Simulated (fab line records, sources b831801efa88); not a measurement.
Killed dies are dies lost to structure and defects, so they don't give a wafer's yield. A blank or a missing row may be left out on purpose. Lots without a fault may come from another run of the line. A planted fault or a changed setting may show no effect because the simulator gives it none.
A struck lot beside a sound one | flow gf180mcu | 14 steps out of a route of 602
Sound: wafers L562.2, L562.4, L562.5. Struck: wafers L573.2, L573.3, L573.5. The cause comes at the end.
At each step with rows: each side's tool, then ch and its chambers, then its first start. Under that, the readings that differ: sound wafers | struck wafers | difference of the means | sigmas: that difference in standard deviations of wafers without a fault.
alike: readings whose means differ by less than 2 such deviations, and words and numbers that are the same on both sides. not compared: withheld readings, readings that some wafer has no value for, bounds like >300 that may hide the same value, and numbers for which the record gives no deviation and whose values overlap.
The two part at a step that has a row with sigmas, a row that says differs or no value, or rows on one side only. Numbers that don't overlap but have no deviation are shown without sigmas and don't part them. A reading that every wafer of one side lacks parts them only if that side has two wafers or more.

first, 2 steps without rows for these wafers: GF_V4_STRIP_19 (strips in post etch residue remover, time 1200 s); GF_V4_CLEAN_20 (cleans in DIW).
GF_V4_SPUTTER_21: material Ti, target thk 15 nm, time 80.02 s.
  sound on pvd_sputter-03, day 26 02:24; struck on pvd_sputter-03, day 29 11:23
  alike: cathode_dc_power_W, chamber_pressure_pa, throttle_valve_pct
GF_V4_SPUTTER_22: material TiN, target thk 10 nm, time 40 s.
  sound on pvd_sputter-03, day 26 02:28; struck on pvd_sputter-03, day 29 11:27
  alike: cathode_dc_power_W, chamber_pressure_pa, throttle_valve_pct
then, 1 step without rows for these wafers: GF_V4_CVD_23 (deposits W, target thk 350 nm, time 104.9 s).
GF_V4_RS_MEAS_24: measures by four-point-probe.
  sound on film_metro-03, day 26 02:38; struck on film_metro-03, day 29 11:37
  alike: V4_W_RS
GF_V4_THK_MEAS_25: measures by xrf.
  sound on film_metro-03, day 26 02:44; struck on film_metro-03, day 29 11:44
  alike: V4_W_THK
then, 2 steps without rows for these wafers: GF_V4_CMP_26 (polishes, stops on SiO2, t overpolish 15 s, target thk 0 nm); GF_MIM_SPUTTER_00 (material Ti, target thk 37.5 nm, time 150 s).
GF_MIM_SPUTTER_01: material TiN, target thk 30 nm, time 25 s.
  sound on pvd_sputter-02, day 26 03:22; struck on pvd_sputter-02, day 29 12:11
  alike: cathode_dc_power_W, chamber_pressure_pa, throttle_valve_pct
then, 1 step without rows for these wafers: GF_MIM_SPUTTER_02 (material AlCu, target thk 450 nm, time 23.9 s).
GF_MIM_SPUTTER_03: material Ti, target thk 10 nm, time 6.7 s.
  sound on pvd_sputter-02, day 26 03:25; struck on pvd_sputter-02, day 29 12:14
  alike: cathode_dc_power_W, chamber_pressure_pa, throttle_valve_pct
GF_MIM_SPUTTER_04: material TiN, target thk 50 nm, time 41.7 s.
  sound on pvd_sputter-02, day 26 03:26; struck on pvd_sputter-02, day 29 12:16
  no value came back on the struck wafers for cathode_dc_power_W (W), chamber_pressure_pa (Pa), throttle_valve_pct (%); on the sound wafers cathode_dc_power_W (W) reads 6500.3 6501.3 6499.5
GF_MIM_CVD_05: deposits Si3N4, target thk 42 nm, time 29.086 s.
  sound on pecvd-04 ch 1,2, day 26 03:29; struck on pecvd-01 ch 0,1,2, day 29 12:18
  alike: heater_power_w, rf_fwd_power_W
  not compared: since_wet_clean_h

WHERE THEY PART
Only at GF_MIM_SPUTTER_04, within this record. Later steps at which nothing parts them and some readings are alike: GF_MIM_CVD_05.

WHY: what the simulator had put in
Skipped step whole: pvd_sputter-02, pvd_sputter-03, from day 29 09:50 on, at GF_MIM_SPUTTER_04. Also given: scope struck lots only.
